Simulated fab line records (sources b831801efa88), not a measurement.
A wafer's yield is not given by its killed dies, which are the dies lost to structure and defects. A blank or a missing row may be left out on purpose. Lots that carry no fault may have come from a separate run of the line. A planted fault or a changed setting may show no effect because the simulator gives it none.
fab line records -- flow sfq_line
[record] lots = 14, wafers = 40, last_day = 92
route steps=325 shown JJ@194
lots with no fault: from the same line, run without faults
start_h: hours from the record's first day to the start of the lot's first wafer shown -- wait_h: hours elapsed since this lot's preceding step -- " as in the row above -- L1.1+2: a row that stands for several wafers -- - no value, or no start given -- * or withheld: withheld -- < > ~ a bound
route shown NAME@n: NAME is a module with steps in the file, n the number in the route of the first one -- usual: the fault-free wafers' mean and standard deviation -- same: alike in all rows -- chamber/n: place in a boat -- sites: the reading at each site -- _std_site: their standard deviation -- _edge_site: the outer-site mean with the inner-site mean subtracted -- radius_mm: for every site, how far away it sits from the centre of the wafer -- mask NAME#n: copy n -- behind: the most recent tool/chamber to have shaped the wafer -- hold: what put the lot on hold/how long, in hours/how the hold closed -- device: the n, p or np transistor that did not switch -- end of line: the tests these same wafers got at the end of their route -- step lacking rows: just its recipe -- killed: at the first sort, the dies lost to defects and structure; wafer yield is something else -- map: the dies of a wafer, with x for killed, . for not killed, _ for no die there
set.NAME: the setting as run; set.NAME@STEP: as run at that earlier step -- model.NAME: the simulator's own value behind a step, which no gauge read
a sample of lots followed through the steps of the route, with each step as a table and each wafer as a row
services: a tool's chamber out of use, with start hour (start_h, from the record's first day; less than 0 if before it), hours out, and reason
[[steps]]
[step SFQ_TRILAYER_JJ_CE_ETCH_RIE_118]
[recipe] target = Nb, stop_on = Al2O3, mask_material = PR, taper_deg = 13.257, over_etch_frac = 0.15, time_s = 97.7, chemistry = SF6, target_depth_nm = 170, icp_w = 600, bias_w = 80, pressure_mtorr = 10
[usual] drypump_motor_current_A = 5.8/0.35, oes_product_au = 0.988/0.0082, over_etch_frac = 0.15/0
lot.wafer,tool,chamber,start_h,wait_h,drypump_motor_current_A,oes_product_au,over_etch_frac,rf_hours_counter_h
L380.1,rie_metal-04,0,1321.37,0.1,5.8,0.984,0.15,18
L380.4,rie_metal-04,1,1321.37,0.1,6.2,0.996,0.15,-
L380.5,rie_metal-04,0,1321.37,0.1,5.8,0.996,0.15,-
L381.3,rie_metal-01,0,1322.60,0.1,5.5,0.990,0.15,-
L381.4,rie_metal-01,1,1322.60,0.1,5.5,0.986,0.15,-
L381.6,rie_metal-01,0,1322.60,0.1,5.5,0.976,0.15,-
L382.4,rie_metal-01,0,1323.80,0.1,5.5,0.984,0.15,-
L382.5,rie_metal-01,1,1323.80,0.1,5.4,0.986,0.15,-
L382.6,rie_metal-01,0,1323.80,0.1,5.5,0.996,0.15,-
L383.4,rie_metal-02,0,1325.00,0.1,5.5,0.994,0.15,-
L383.5,rie_metal-02,1,1325.00,0.1,6.3,0.989,0.15,-
L383.6,rie_metal-02,0,1325.00,0.1,5.5,0.994,0.15,-
L384.1,rie_metal-02,1,1326.17,0.1,6.3,0.990,0.15,17
L384.2,rie_metal-02,0,1326.17,0.1,5.5,0.988,0.15,103
L384.4,rie_metal-02,1,1326.17,0.1,6.3,0.992,0.15,-
L386.2,rie_metal-01,1,1328.57,0.1,5.4,0.976,0.15,29
L386.5,rie_metal-01,1,1328.57,0.1,5.5,0.982,0.15,-
L386.6,rie_metal-01,0,1328.57,0.1,5.5,0.973,0.15,-
L388.1,rie_metal-02,1,1330.97,0.1,6.3,0.983,0.15,18
L388.4,rie_metal-02,1,1330.97,0.1,6.3,0.930,0.26203,-
L389.3,rie_metal-02,1,1332.20,0.1,6.3,1.006,0.15,-
L389.4,rie_metal-02,0,1332.20,0.1,5.5,0.952,0.26203,-
L396.1,rie_metal-04,0,1413.05,0.1,5.8,0.991,0.15,34
L396.3,rie_metal-04,1,1413.05,0.1,6.2,0.985,0.15,-
L396.6,rie_metal-04,1,1413.05,0.1,6.2,0.991,0.15,-
L397.2,rie_metal-04,1,1420.50,0.1,6.2,0.992,0.15,4
L397.5,rie_metal-04,0,1420.50,0.1,5.8,0.986,0.15,-
L397.6,rie_metal-04,1,1420.50,0.1,6.2,1.000,0.15,-
L398.1,rie_metal-04,1,1472.90,0.1,6.2,0.989,0.15,10
L398.3,rie_metal-04,1,1472.90,0.1,6.2,0.977,0.15,-
L398.5,rie_metal-04,1,1472.90,0.1,6.2,0.986,0.15,-
L399.2,rie_metal-02,1,1492.03,0.1,6.3,0.987,0.15,39
L399.4,rie_metal-02,0,1492.03,0.1,5.5,0.999,0.15,-
L399.6,rie_metal-02,0,1492.03,0.1,5.5,0.984,0.15,-
L400.3,rie_metal-01,0,1497.76,0.1,5.5,0.993,0.15,-
L400.4,rie_metal-01,1,1497.76,0.1,5.5,0.992,0.15,-
L400.5,rie_metal-01,0,1497.76,0.1,5.5,0.992,0.15,-
L401.2,rie_metal-02,1,1503.85,0.2,6.3,0.996,0.15,-
L401.3,rie_metal-02,1,1503.85,0.2,6.3,0.993,0.15,-
L401.5,rie_metal-02,1,1503.85,0.2,6.3,0.995,0.15,-
[[services]]
tool,chamber,start_h,hours,kind
rie_metal-04,-,1306.57,0.8,repair
rie_metal-04,1,1356.83,-,clean
rie_metal-04,1,1356.83,-,consumable_replace:focus_ring
rie_metal-04,1,1356.83,16.8,scheduled_down
rie_metal-04,1,1356.83,16.8,vent_cycle
rie_metal-01,-,1368.10,0.5,repair
rie_metal-04,1,1376.83,8.4,repair
rie_metal-04,-,1447.71,1.4,pm
rie_metal-02,0,1493.95,-,clean
rie_metal-02,0,1493.95,-,consumable_replace:focus_ring
rie_metal-02,0,1493.95,18.1,scheduled_down
rie_metal-02,0,1493.95,18.1,vent_cycle
[[key]]
[first_sign] step = SFQ_TRILAYER_JJ_CE_ETCH_RIE_118, reading = over_etch_frac, direction = up, sigmas = 99+, usual = 0.15, struck = 0.26203
[effect] step = SFQ_TRILAYER_JJ_CE_ETCH_RIE_118, reading = oes_product_au, direction = down, sigmas = 5.7, usual = 0.988, struck = 0.941
met_at SFQ_TRILAYER_JJ_CE_ETCH_RIE_118
struck_lots L388,L389
struck_wafers L388.4,L389.4
onset_between 1326.17 1330.97
[fault] kind = process_parameter_drift, tool = rie_metal-02, chamber = -, onset_h = 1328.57, steps = SFQ_TRILAYER_JJ_CE_ETCH_RIE_118, channel = over_etch_frac, offset = 0.11203, shape = step, end_h = 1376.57, scope = struck_wafers_only, acts_in = these_recipes_only, stated = 0.15
